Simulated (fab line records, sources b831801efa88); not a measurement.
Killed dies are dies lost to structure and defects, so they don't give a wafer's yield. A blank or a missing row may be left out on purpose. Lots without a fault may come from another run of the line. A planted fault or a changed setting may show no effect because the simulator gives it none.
A struck lot beside a sound one | flow sky130 | 19 steps out of a route of 708
Sound: wafers L369.1, L369.5, L369.6. Struck: wafers L376.2, L376.3, L376.5. The cause comes at the end.
At each step with rows: each side's tool, then ch and its chambers, then its first start. Under that, the readings that differ: sound wafers | struck wafers | difference of the means | sigmas: that difference in standard deviations of wafers without a fault.
alike: readings whose means differ by less than 2 such deviations, and words and numbers that are the same on both sides. not compared: withheld readings, readings that some wafer has no value for, bounds like >300 that may hide the same value, and numbers for which the record gives no deviation and whose values overlap.
The two part at a step that has a row with sigmas, a row that says differs or no value, or rows on one side only. Numbers that don't overlap but have no deviation are shown without sigmas and don't part them. A reading that every wafer of one side lacks parts them only if that side has two wafers or more.

first, 4 steps without rows for these wafers: SKY_VT_ADJUST_LVTN_SOFTBAKE_14 (time 60 s); SKY_VT_ADJUST_LVTN_EXPOSE_15 (exposes mask HVN STD DERIVED, target cd 600 nm); SKY_VT_ADJUST_LVTN_PEB_16; SKY_VT_ADJUST_LVTN_DEVELOP_17 (develop time 57.72 s).
SKY_VT_ADJUST_LVTN_OVL_MEAS_18:
  sound on overlay-01, day 8 10:32; struck on overlay-01, day 10 07:05
  alike: VT_ADJUST_LVTN_01_OVL
then, 1 step without rows for these wafers: SKY_VT_ADJUST_LVTN_IMPLANT_19.
SKY_VT_ADJUST_LVTN_STRIP_20: strips in O2/N2.
  sound on plasma_asher-01 ch 0,1, day 8 10:43; struck on plasma_asher-02 ch 0,1, day 10 07:16
  alike: drypump_motor_current_A, oes_product_au, strip_time_to_endpoint_s
  not compared: rf_hours_counter_h
SKY_VT_ADJUST_LVTN_TW_MEAS_21:
  sound on film_metro-04, day 8 10:49; struck on film_metro-02, day 10 07:22
  alike: VT_ADJUST_LVTN_2_TW
then, 4 steps without rows for these wafers: SKY_VT_ADJUST_NCORE_DEHYDRATE_00 (time 60 s); SKY_VT_ADJUST_NCORE_HMDS_01 (prime time 60 s); SKY_VT_ADJUST_NCORE_COAT_02 (resist thk 1154 nm); SKY_VT_ADJUST_NCORE_SOFTBAKE_03 (time 60 s).
SKY_VT_ADJUST_NCORE_EXPOSE_04: exposes mask LVTN COMPLEMENT THIN, target cd 380 nm.
  sound on iline_stepper-02 ch 0, day 8 20:59; struck on iline_stepper-02 ch 0, day 10 18:58
  reading                                 | sound                      | struck            | difference | sigmas
  model.VT_ADJUST_NCORE.overlay_x_nm (nm) | -0.03281 -0.03281 -0.03281 | 194.2 194.2 194.2 | +194.2     |
  alike: mask
then, 2 steps without rows for these wafers: SKY_VT_ADJUST_NCORE_PEB_05; SKY_VT_ADJUST_NCORE_DEVELOP_06 (develop time 60 s).
SKY_VT_ADJUST_NCORE_CD_MEAS_07: target cd 380 nm.
  sound on cd_sem-01, day 9 07:44; struck on cd_sem-02, day 11 06:05
  alike: cd_nm
SKY_VT_ADJUST_NCORE_OVL_MEAS_08:
  sound on overlay-02, day 9 07:51; struck on overlay-02, day 11 06:11
  reading                  | sound          | struck            | difference | sigmas
  VT_ADJUST_NCORE_OVL (nm) | -2.5 -1.2 -0.1 | 195.1 195.2 193.7 | +195.9     | +99 or more
then, 1 step without rows for these wafers: SKY_VT_ADJUST_NCORE_IMPLANT_09.
-- the record jumps here: 37 days lie between the struck wafers' starts before and after (it left off in module VT_ADJUST_NCORE and takes up again in module PAD_OPEN, whose first step shown is number 708 of the route) --
SKY_PAD_OPEN_PROBE_99:
  sound on prober-02, day 47 07:02; struck on prober-02, day 48 02:16
  reading                                    | sound                   | struck                  | difference | sigmas
  model.etest.sram_nfet_pass.drive_ua_um     | 494.1 481.2 465.4       | 583.7 590 557.2         | +96.7      |
  model.etest.sram_pfet_latch.drive_ua_um    | 143.7 136.5 143.2       | 155.2 160 157.5         | +16.4      |
  model.etest.sram_pfet_latch.off_log10_a_um | -12.67 -12.95 -12.52    | -12 -12.12 -11.9        | +1         |
  model.etest.sram_nfet_pass.off_log10_a_um  | -12.61 -12.55 -12.77    | -11.68 -11.71 -11.86    | +0.89      |
  model.etest.sram_nfet_pass.vt_sat_v (V)    | 0.5569 0.5606 0.5831    | 0.4511 0.4469 0.4696    | -0.1110    |
  model.etest.sram_pfet_latch.vt_sat_v (V)   | -0.7753 -0.7802 -0.7497 | -0.7158 -0.7108 -0.6922 | +0.0621    |
  model.etest.sram_nfet_pass.vt_v (V)        | 0.6562 0.6568 0.6831    | 0.5802 0.5783 0.6056    | -0.0773    |
  model.etest.sram_pfet_latch.vt_v (V)       | -0.9051 -0.9047 -0.8789 | -0.8628 -0.862 -0.8434  | +0.0402    |
  alike: killed_at_M0_to_M3, killed_at_M4_up, killed_at_contacts, killed_at_front_end, killed_at_other, killed_dies, killed_open, killed_short

WHERE THEY PART
Only at SKY_VT_ADJUST_NCORE_OVL_MEAS_08, within this record. Later steps at which nothing parts them and some readings are alike: SKY_PAD_OPEN_PROBE_99.

WHY: what the simulator had put in
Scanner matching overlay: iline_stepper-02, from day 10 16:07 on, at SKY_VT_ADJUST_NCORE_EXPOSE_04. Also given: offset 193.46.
